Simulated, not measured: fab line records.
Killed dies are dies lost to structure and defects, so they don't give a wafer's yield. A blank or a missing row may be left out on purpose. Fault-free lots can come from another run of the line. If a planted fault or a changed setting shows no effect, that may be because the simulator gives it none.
The tool behind it: which one? || flow gf180mcu || 6 lots with 18 wafers sampled at 2 steps, on a route of 602 steps

## WHAT EACH GAUGE READ, for each wafer
GF_VT_IMPLANT_OVL_MEAS_29.
{"lot": "L982", "measured": "day 7 09:47", "on": "overlay-02", "VT_IMPLANT_02_OVL (nm)": "-1.5 -1.3 -2.4"}
{"lot": "L986", "measured": "day 8 18:35", "on": "overlay-02", "VT_IMPLANT_02_OVL (nm)": "-3.5 -2.2 -1.3"}
{"lot": "L989", "measured": "day 9 05:30", "on": "overlay-02", "VT_IMPLANT_02_OVL (nm)": "1.0 0.3 -0.3"}
{"lot": "L997", "measured": "day 11 11:01", "on": "overlay-01", "VT_IMPLANT_02_OVL (nm)": "0.0 -1.1 -0.9"}
{"lot": "L999", "measured": "day 12 00:02", "on": "overlay-02", "VT_IMPLANT_02_OVL (nm)": "-0.4 -0.6 1.3"}
{"lot": "L101", "measured": "day 12 15:41", "on": "overlay-02", "VT_IMPLANT_02_OVL (nm)": "-0.4 -1.5 1.5"}

## TOOL THAT RAN EACH LOT (tool first, then ch and the chambers of the sampled wafers, then the start)
{"lot": "L982", "GF_VT_IMPLANT_EXPOSE_26": "iline stepper-02 ch 0, day 7 02:23"}
{"lot": "L986", "GF_VT_IMPLANT_EXPOSE_26": "iline stepper-01 ch 0, day 8 11:16"}
{"lot": "L989", "GF_VT_IMPLANT_EXPOSE_26": "iline stepper-01 ch 0, day 8 20:40"}
{"lot": "L997", "GF_VT_IMPLANT_EXPOSE_26": "iline stepper-02 ch 0, day 11 02:46"}
{"lot": "L999", "GF_VT_IMPLANT_EXPOSE_26": "iline stepper-01 ch 0, day 11 14:28"}
{"lot": "L101", "GF_VT_IMPLANT_EXPOSE_26": "iline stepper-02 ch 0, day 12 04:55"}
- GF_VT_IMPLANT_EXPOSE_26: exposes mask LVPWELL HV AREA, target cd 860 nm.

## THE ANSWER, worked out from the rows above alone
Rule: what is usual is taken from the lots themselves. Put in order of their means at a reading, lots are off if they are a third of the lots or fewer, leave a main group of 4 or more, and stand apart from it by a gap of 3 or more times the standard deviation of the main group's means; of several such gaps the widest counts. The tables above print the reading to a certain number of digits; a main group whose means all agree to those digits is not used. A lot without any number at a reading at which 4 lots or more have one is off too. The other lots that the step has rows for count as sound.
Nothing can be told from this: no lot is off at any reading shown.

## WHAT THE SIMULATOR HAD PUT IN
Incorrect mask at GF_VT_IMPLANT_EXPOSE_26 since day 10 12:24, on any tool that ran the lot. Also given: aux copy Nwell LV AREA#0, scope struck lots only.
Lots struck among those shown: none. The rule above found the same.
